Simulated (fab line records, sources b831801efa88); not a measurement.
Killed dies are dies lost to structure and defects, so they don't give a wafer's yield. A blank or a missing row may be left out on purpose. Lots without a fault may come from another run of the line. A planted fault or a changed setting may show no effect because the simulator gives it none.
A struck lot beside a sound one | flow sky130 | 42 steps out of a route of 708
Sound: wafers L377.4, L377.5, L377.6. Struck: wafers L385.1, L385.2, L385.5. The cause comes at the end.
At each step with rows: each side's tool, then ch and its chambers, then its first start. Under that, the readings that differ: sound wafers | struck wafers | difference of the means | sigmas: that difference in standard deviations of wafers without a fault.
alike: readings whose means differ by less than 2 such deviations, and words and numbers that are the same on both sides. not compared: withheld readings, readings that some wafer has no value for, bounds like >300 that may hide the same value, and numbers for which the record gives no deviation and whose values overlap.
The two part at a step that has a row with sigmas, a row that says differs or no value, or rows on one side only. Numbers that don't overlap but have no deviation are shown without sigmas and don't part them. A reading that every wafer of one side lacks parts them only if that side has two wafers or more.

first, 1 step without rows for these wafers: SKY_DNWELL_IMPLANT_07.
SKY_DNWELL_STRIP_08: strips in O2/N2.
  sound on plasma_asher-02 ch 0,1, day 5 05:18; struck on plasma_asher-04 ch 0,1, day 6 23:54
  reading                      | sound             | struck            | difference | sigmas
  strip_time_to_endpoint_s (s) | 37.03 37.07 36.93 | 36.66 36.71 36.86 | -0.27      | -3
  alike: drypump_motor_current_A, n2_flow_sccm, oes_product_au
  not compared: rf_hours_counter_h
SKY_DNWELL_TW_MEAS_09:
  sound on film_metro-03, day 5 05:24; struck on film_metro-03, day 7 00:00
  alike: DNWELL_TW
then, 7 steps without rows for these wafers: SKY_PWDE_DEHYDRATE_00 (time 60 s); SKY_PWDE_HMDS_01 (prime time 60 s); SKY_PWDE_COAT_02 (resist thk 3000 nm); SKY_PWDE_SOFTBAKE_03; SKY_PWDE_EXPOSE_04 (exposes mask PWDEM, target cd 840 nm); SKY_PWDE_PEB_05; SKY_PWDE_DEVELOP_06 (develop time 60 s).
SKY_PWDE_OVL_MEAS_07:
  sound on overlay-02, day 5 23:38; struck on overlay-01, day 7 19:43
  alike: PWDE_OVL
then, 1 step without rows for these wafers: SKY_PWDE_IMPLANT_08.
SKY_PWDE_STRIP_09: strips in O2/N2.
  sound on plasma_asher-03 ch 0,1, day 5 23:50; struck on plasma_asher-02 ch 0,1, day 7 19:54
  alike: drypump_motor_current_A, n2_flow_sccm, oes_product_au, strip_time_to_endpoint_s
  not compared: rf_hours_counter_h
SKY_PWDE_TW_MEAS_10:
  sound on film_metro-04, day 5 23:56; struck on film_metro-02, day 7 20:00
  alike: PWDE_TW
then, 7 steps without rows for these wafers: SKY_NWELL_DEHYDRATE_03 (time 60 s); SKY_NWELL_HMDS_04 (prime time 60 s); SKY_NWELL_COAT_05 (resist thk 2947 nm); SKY_NWELL_SOFTBAKE_06; SKY_NWELL_EXPOSE_07 (exposes mask NWM, target cd 840 nm); SKY_NWELL_PEB_08; SKY_NWELL_DEVELOP_09 (develop time 60 s).
SKY_NWELL_OVL_MEAS_10:
  sound on overlay-02, day 6 19:05; struck on overlay-01, day 8 16:01
  reading           | sound       | struck         | difference | sigmas
  NWELL_00_OVL (nm) | 3.3 2.7 2.9 | -1.3 -0.9 -1.1 | -4.1       | -3
then, 3 steps without rows for these wafers: SKY_NWELL_IMPLANT_11; SKY_NWELL_IMPLANT_12; SKY_NWELL_IMPLANT_13.
SKY_NWELL_STRIP_14: strips in O2/N2.
  sound on plasma_asher-03 ch 0,1, day 6 19:35; struck on plasma_asher-01 ch 0,1, day 8 16:31
  alike: drypump_motor_current_A, n2_flow_sccm, oes_product_au, strip_time_to_endpoint_s
  not compared: rf_hours_counter_h
SKY_NWELL_TW_MEAS_15:
  sound on film_metro-04, day 6 19:41; struck on film_metro-02, day 8 16:37
  alike: NWELL_TW
then, 7 steps without rows for these wafers: SKY_NWELL_DEHYDRATE_16 (time 60 s); SKY_NWELL_HMDS_17 (prime time 60 s); SKY_NWELL_COAT_18 (resist thk 3000 nm); SKY_NWELL_SOFTBAKE_19; SKY_NWELL_EXPOSE_20 (exposes mask NWM COMPLEMENT, target cd 840 nm); SKY_NWELL_PEB_21; SKY_NWELL_DEVELOP_22 (develop time 60 s).
SKY_NWELL_OVL_MEAS_23:
  sound on overlay-01, day 7 15:05; struck on overlay-02, day 9 14:25
  alike: NWELL_01_OVL
then, 1 step without rows for these wafers: SKY_NWELL_IMPLANT_24.
SKY_NWELL_STRIP_25: strips in O2/N2.
  sound on plasma_asher-01 ch 0,1, day 7 15:17; struck on plasma_asher-01 ch 0,1, day 9 14:37
  alike: drypump_motor_current_A, n2_flow_sccm, oes_product_au, strip_time_to_endpoint_s
  not compared: rf_hours_counter_h
SKY_NWELL_TW_MEAS_26:
  sound on film_metro-03, day 7 15:23; struck on film_metro-04, day 9 14:43
  reading    | sound       | struck      | difference | sigmas
  NWELL_2_TW | 482 484 484 | 491 488 489 | +6         | +2
then, 1 step without rows for these wafers: SKY_NWELL_CLEAN_27 (cleans in SC1/SC2, time 150 s).
SKY_NWELL_RTA_28: time 30 s.
  sound on rtp_anneal-02 ch 0, day 7 15:31; struck on rtp_anneal-01 ch 0, day 9 14:49
  alike: lamp_power_pct, wafer_temp_C_max
SKY_NWELL_RS_MEAS_29: measures by four-point-probe.
  sound on film_metro-04, day 7 15:38; struck on film_metro-02, day 9 14:55
  reading           | sound             | struck            | difference | sigmas
  NWELL_RS (ohm/sq) | 625.6 622.4 625.1 | 628.5 627.5 626.9 | +3.3       | +2
-- the record jumps here: 40 days lie between the struck wafers' starts before and after (it left off in module NWELL and takes up again in module PAD_OPEN, whose first step shown is number 708 of the route) --
SKY_PAD_OPEN_PROBE_99:
  the record has rows for the struck wafers here (prober-02, day 49 13:12) and none for the sound ones

WHERE THEY PART
First at SKY_DNWELL_STRIP_08; last, within this record, at SKY_PAD_OPEN_PROBE_99.

WHY: what the simulator had put in
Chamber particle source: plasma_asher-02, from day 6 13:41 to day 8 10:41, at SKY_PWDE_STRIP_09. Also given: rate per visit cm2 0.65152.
